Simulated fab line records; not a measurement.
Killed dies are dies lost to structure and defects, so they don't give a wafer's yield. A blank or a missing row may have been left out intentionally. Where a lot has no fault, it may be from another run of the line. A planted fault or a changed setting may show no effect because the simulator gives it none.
Matching of chambers -- flow gf180mcu -- rie-diel-02 running GF_V4_ETCH_16: 4 sister chambers
The step etches BARC in N2/H2. 4 wafers are shown with their chamber, then 7 later ones without.

== WAFERS WITH THEIR CHAMBER ==
wafer,chamber,drypump-motor-current-A (A)
L419.3,2,5.9
L419.6,3,5.8
L421.2,0,4.9
L421.3,1,5.6

== WAFERS WITH NO CHAMBER GIVEN ==
wafer,drypump-motor-current-A (A)
L421.6,5.7
L424.1,5.6
L424.4,5.6
L424.6,5.9
L429.3,5.6
L429.4,4.9
L429.6,4.9

== THE CHAMBER EACH PASSED THROUGH ==
wafer,from the rows above,in truth
L421.6,can't be placed: 3 or 1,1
L424.1,1,1
L424.4,1,1
L424.6,2,2
L429.3,1,1
L429.4,0,0
L429.6,0,0
Correctly placed: 6 of 7. Cannot be placed on the basis of these rows: 1; the candidates contain the true chamber in 1. 0 placed wrongly.
How it was worked out, from the rows above alone: a wafer's distance from a chamber is the root of the sum, over the readings, of the square of ((its reading less the chamber's mean) divided by the reading's scatter). If the next closest chamber is less than 2 further off than the closest, the wafer can't be placed; otherwise it belongs to the closest. The mean given for a chamber averages the wafers shown for that chamber. The scatter: with one shown wafer a chamber, the root of the mean of the squares of how far each hidden wafer lies from its nearest shown one.
